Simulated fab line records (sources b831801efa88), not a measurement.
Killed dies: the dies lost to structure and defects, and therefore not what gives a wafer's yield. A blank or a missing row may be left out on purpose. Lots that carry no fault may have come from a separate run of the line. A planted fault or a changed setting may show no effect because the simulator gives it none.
Problem report, 8D (eight disciplines) form, completed by code	flow gf180mcu	the parts of the form that need people (team, actions taken, sign-off) are left out

== 1. PROBLEM STATEMENT ==
Mean of chamber-pressure-pa at GF_V2_SPUTTER_22: 4.130 Pa across 6 wafers in 2 lots; on wafers with no fault it is 5.000 Pa (standard deviation 0.01). That puts it -87 standard deviations away from the usual mean.
The step: material TiN, target thk 10 nm, time 40 s.
Seen first at day 24 07:28 on pvd-sputter-01, wafer L540.3. The record holds 18 wafers of 6 lots with a number at this step. Rule for "out", or "out of limits": more than 4 standard deviations from the usual mean. The other wafers with a number count as sound.

== 2. WHAT IT IS; WHAT IT IS NOT ==
question	is	is not
which readings at this step	chamber-pressure-pa	-
which lots	L540, L541	L529, L534, L549, L551
which wafers of those lots	all that have a number	-
read on which tools	pvd-sputter-01	pvd-sputter-04
when	from day 24 07:28	up to then (6 sound wafers); but 6 sound wafers of L549, L551 came after

== 3. THE SUSPECTS, EACH WITH WHAT RULES IT OUT ==
Counting: a tool stays on the suspect list if, at a process step up to the reading, it processed all lots that are out and no sound lot following the first of them.
- pvd-sputter-01 at GF_V2_SPUTTER_21 (material Ti, target thk 15 nm, time 80.02 s): ruled out as a lasting fault. The sound lots L549, L551 went through it after L540, its earliest lot that is out (day 24 07:24).
- pvd-sputter-01 at GF_V2_SPUTTER_22 (material TiN, target thk 10 nm, time 40 s): ruled out as a lasting fault. The sound lots L549, L551 went through it after L540, its earliest lot that is out (day 24 07:28).
Left after counting: nothing in the record.

== 4. THE CAUSE (what the simulator had put in) ==
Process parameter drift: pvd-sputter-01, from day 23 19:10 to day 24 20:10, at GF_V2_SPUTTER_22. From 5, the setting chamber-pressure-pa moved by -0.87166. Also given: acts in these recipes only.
Counting ruled it out, wrongly.

== 5. THE EFFECT CHAIN, in route order ==
Each row: a reading where the mean over the struck wafers with a number is more than 3 standard deviations away from the usual. Scope: only readings with a usual standard deviation given in the record; hours: median across lots of the time from each lot's start at the first step in this table that gives one to its start at this step; sigmas: change in usual standard deviations.
hours	step	reading	usual	on struck wafers	change	sigmas
0	GF_V2_SPUTTER_22	chamber-pressure-pa	5.000 Pa	4.130	-0.870	-87
The process steps in it:
- GF_V2_SPUTTER_22: material TiN, target thk 10 nm, time 40 s.

== 6. WHAT WOULD HAVE CAUGHT IT SOONER ==
First out-of-limits reading in this record: day 24 07:28, which is 12 hours after fault onset at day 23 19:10.
